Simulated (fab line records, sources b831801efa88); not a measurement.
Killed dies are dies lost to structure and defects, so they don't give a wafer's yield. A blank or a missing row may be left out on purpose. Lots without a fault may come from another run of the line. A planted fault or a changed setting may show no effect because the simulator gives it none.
A struck lot beside a sound one | flow sky130 | 14 steps out of a route of 708
Sound: wafers L236.1, L236.2, L236.6. Struck: wafers L235.1, L235.4, L235.6. The cause comes at the end.
At each step with rows: each side's tool, then ch and its chambers, then its first start. Under that, the readings that differ: sound wafers | struck wafers | difference of the means | sigmas: that difference in standard deviations of wafers without a fault.
alike: readings whose means differ by less than 2 such deviations, and words and numbers that are the same on both sides. not compared: withheld readings, readings that some wafer has no value for, bounds like >300 that may hide the same value, and numbers for which the record gives no deviation and whose values overlap.
The two part at a step that has a row with sigmas, a row that says differs or no value, or rows on one side only. Numbers that don't overlap but have no deviation are shown without sigmas and don't part them. A reading that every wafer of one side lacks parts them only if that side has two wafers or more.

SKY_VIA4_CMP_21: polishes, stops on SiO2, t overpolish 25 s, target thk 0 nm.
  sound on cmp-02 ch 1,3, day 44 17:52; struck on cmp-02 ch 0,2,3, day 44 12:16
  alike: edge_zone_pressure_frac, head_pressure_psi, motor_current_A, overpolish_run_s, time_to_endpoint_s
SKY_METAL5_SPUTTER_00: material Ti, target thk 15 nm, time 10 s.
  sound on pvd_sputter-04, day 44 18:10; struck on pvd_sputter-02, day 44 12:31
  alike: throttle_valve_pct
SKY_METAL5_SPUTTER_01: material TiN, target thk 20 nm, time 16.7 s.
  sound on pvd_sputter-04, day 44 18:11; struck on pvd_sputter-02, day 44 12:32
  alike: throttle_valve_pct
SKY_METAL5_SPUTTER_02: material AlCu, target thk 1150 nm, time 61.2 s.
  sound on pvd_sputter-04, day 44 18:13; struck on pvd_sputter-02, day 44 12:33
  alike: throttle_valve_pct
SKY_METAL5_SPUTTER_03: material Ti, target thk 5 nm, time 3.3 s.
  sound on pvd_sputter-04, day 44 18:16; struck on pvd_sputter-02, day 44 12:36
  alike: throttle_valve_pct
then, 1 step without rows for these wafers: SKY_METAL5_SPUTTER_04 (material TiN, target thk 70 nm, time 58.3 s).
SKY_METAL5_RS_MEAS_05: measures by four-point-probe.
  sound on film_metro-02, day 44 18:20; struck on film_metro-03, day 44 12:40
  alike: METAL5_ALCU_RS
SKY_METAL5_THK_MEAS_06: measures by xrf.
  sound on film_metro-02, day 44 18:27; struck on film_metro-03, day 44 12:47
  alike: METAL5_ALCU_THK
then, 4 steps without rows for these wafers: SKY_METAL5_DEHYDRATE_07 (time 60 s); SKY_METAL5_HMDS_08 (prime time 60 s); SKY_METAL5_COAT_09 (resist thk 1800 nm); SKY_METAL5_SOFTBAKE_10 (time 60 s).
SKY_METAL5_EXPOSE_11: exposes mask MM5, target cd 1600 nm.
  sound on iline_stepper-02 ch 0, day 45 06:19; struck on iline_stepper-01, day 44 23:23
  no value came back on the struck wafers for exposure_dose_mJ_cm2, focus_offset_nm (nm); on the sound wafers exposure_dose_mJ_cm2 reads 189.88 190.20 189.93
  alike: mask
then, 1 step without rows for these wafers: SKY_METAL5_PEB_12.

WHERE THEY PART
Only at SKY_METAL5_EXPOSE_11, within this record.

WHY: what the simulator had put in
Skipped step whole: iline_stepper-01, from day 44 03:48 on, at SKY_METAL5_EXPOSE_11. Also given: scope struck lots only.
